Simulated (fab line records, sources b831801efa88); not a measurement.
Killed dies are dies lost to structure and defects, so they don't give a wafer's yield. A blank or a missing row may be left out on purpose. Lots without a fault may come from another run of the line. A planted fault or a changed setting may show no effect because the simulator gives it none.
Which tool did it? | flow sky130 | 11 lots, 33 wafers sampled, at 2 steps of a route of 708

WHAT THE GAUGES READ, wafer by wafer
SKY_NWELL_OVL_MEAS_10.
lot  | measured     | on         | NWELL_00_OVL (nm)
L985 | day 4 22:47  | overlay-01 | 1.3 0.2 0.2
L987 | day 5 14:15  | overlay-02 | 0.3 0.0 -0.3
L986 | day 5 14:37  | overlay-01 | - - -
L994 | day 7 04:28  | overlay-01 | 0.2 -0.2 0.4
L996 | day 7 13:29  | overlay-01 | 1.1 0.8 -0.1
L997 | day 7 23:47  | overlay-02 | 0.3 -0.8 -1.2
L998 | day 8 06:27  | overlay-02 | 0.1 -0.1 -1.7
L102 | day 9 06:14  | overlay-02 | 0.0 -0.7 -0.5
L105 | day 9 19:37  | overlay-02 | -0.7 -1.0 0.0
L106 | day 10 03:18 | overlay-01 | 1.4 1.9 0.5
L107 | day 10 09:48 | overlay-01 | 0.9 2.2 3.0

WHICH TOOL RAN EACH LOT (tool, then ch and the chambers of the sampled wafers, then the start)
lot  | SKY_NWELL_EXPOSE_07
L985 | iline_stepper-02 ch 0, day 4 14:28
L987 | iline_stepper-02 ch 0, day 5 04:59
L986 | iline_stepper-02 ch 0, day 5 05:11
L994 | iline_stepper-02 ch 0, day 6 18:49
L996 | iline_stepper-01 ch 0, day 7 04:14
L997 | iline_stepper-02 ch 0, day 7 13:14
L998 | iline_stepper-02 ch 0, day 7 20:41
L102 | iline_stepper-02 ch 0, day 8 20:50
L105 | iline_stepper-02 ch 0, day 9 08:17
L106 | iline_stepper-01 ch 0, day 9 16:29
L107 | iline_stepper-02 ch 0, day 9 23:05
- SKY_NWELL_EXPOSE_07: exposes mask NWM, target cd 840 nm.

THE ANSWER, worked out from the rows above alone
Rule: what is usual is taken from the lots themselves. Put in order of their means at a reading, lots are off if they are a third of the lots or fewer, leave a main group of 4 or more, and stand apart from it by a gap of 3 or more times the standard deviation of the main group's means; of several such gaps the widest counts. A main group whose means are all the same, to the digits that the tables above print for the reading, isn't used. A lot without any number at a reading at which 4 lots or more have one is off too. The other lots that the step has rows for count as sound.
Off: L986, at SKY_NWELL_OVL_MEAS_10 (NWELL_00_OVL). Without a number there: L986. The main group: mean 0.2 nm, standard deviation 0.83.
A tool fits if, at a process step before that reading, it ran every lot that is off, and no sound lot after the first of them. The gauges at SKY_NWELL_OVL_MEAS_10 are tried like those tools. None of those tried fits.

WHAT THE SIMULATOR HAD PUT IN
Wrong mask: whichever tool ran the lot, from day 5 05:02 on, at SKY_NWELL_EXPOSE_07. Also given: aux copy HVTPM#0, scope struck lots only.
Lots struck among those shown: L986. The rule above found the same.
